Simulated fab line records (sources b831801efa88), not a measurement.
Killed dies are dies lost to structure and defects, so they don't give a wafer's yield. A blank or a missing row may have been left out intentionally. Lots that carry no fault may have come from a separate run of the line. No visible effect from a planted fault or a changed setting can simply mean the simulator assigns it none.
Code-filled problem report in 8D (eight disciplines) form / flow gf180mcu / the parts of the form that need people (team, actions taken, sign-off) are left out

== 1. PROBLEM STATEMENT ==
Mean of cd nm at GF_POLY_GATE_CD_MEAS_10: 228.0 nm across 6 wafers in 2 lots; on wafers with no fault it is 280.0 nm (standard deviation 1.1). That is -47 standard deviations from the usual mean.
The step: target cd 280 nm.
First seen on wafer L646.2, day 11 22:13, on cd sem-01. At this step, 42 wafers from 14 lots have a number in the record. Rule for "out", or "out of limits": more than 4 standard deviations from the usual mean. The other wafers with a number count as sound.

== 2. WHAT IT IS; WHAT IT IS NOT ==
question=which readings at this step | is=cd nm | is not=-
question=which lots | is=L646, L648 | is not=L637, L638, L639, L641, L642, L647, L652, L654, L656, L657, L659, L660
question=which wafers of those lots | is=all that have a number | is not=-
question=read on which gauges | is=cd sem-01, cd sem-02 | is not=-
question=when | is=from day 11 22:13 | is not=up to then (15 sound wafers); but 21 sound wafers of L647, L652, L654, L656, L657, L659, L660 came after

== 3. WHAT RULES OUT EACH SUSPECT ==
Counting: a tool at a process step up to the reading stays a suspect if it ran every lot that is out and no sound lot after the first of them.
- the gauge at GF_POLY_GATE_CD_MEAS_10 has been ruled out. 2 gauges (cd sem-01, cd sem-02) read the wafers that are out.
- litho track-01 at GF_POLY_GATE_SOFTBAKE_06 (time 60 s): ruled out as a lasting fault. The sound lots L659 went through it after L646, its earliest lot that is out (day 11 12:00).
Left after counting: nothing in the record.

== 4. THE CAUSE (what the simulator had put in) ==
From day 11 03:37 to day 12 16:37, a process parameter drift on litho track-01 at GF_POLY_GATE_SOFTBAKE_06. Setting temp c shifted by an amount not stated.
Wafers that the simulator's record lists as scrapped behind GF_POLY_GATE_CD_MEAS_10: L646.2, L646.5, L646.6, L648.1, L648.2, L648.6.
The count ruled it out by mistake, since the rule takes a fault to strike every lot its tool runs from the start of the fault on, and this one did not do so.

== 5. SEQUENCE OF EFFECTS, ordered by route ==
One row per reading whose mean, taken over the struck wafers that have a number, lies over 3 standard deviations from the usual. Only readings for which the record gives a usual standard deviation are gone through. hours: the time from each lot's start at the first step in this table that gives one to its start at this step, as a median over the lots. sigmas: the change in usual standard deviations.
hours=0; step=GF_POLY_GATE_SOFTBAKE_06; reading=heater power total W; usual=93.05 W; on struck wafers=106.22; change=+13.17; sigmas=+99 or more
hours=0; step=GF_POLY_GATE_SOFTBAKE_06; reading=plate temp C; usual=129.98 C; on struck wafers=143.94; change=+13.96; sigmas=+99 or more
hours=10; step=GF_POLY_GATE_CD_MEAS_10; reading=cd nm; usual=280.0 nm; on struck wafers=228.0; change=-52.0; sigmas=-47
It contains these process steps:
- GF_POLY_GATE_SOFTBAKE_06: time 60 s.

== 6. WHAT WOULD HAVE CAUGHT IT SOONER ==
In this record the first reading out of limits at a measuring or inspecting step was taken at day 11 22:13, 19 hours after the fault began at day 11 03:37.
At GF_POLY_GATE_SOFTBAKE_06, the tool's own readings (heater power total W, plate temp C) were out on each struck wafer the step has a row for, so an alarm limit on them would have fired on the first such wafer.
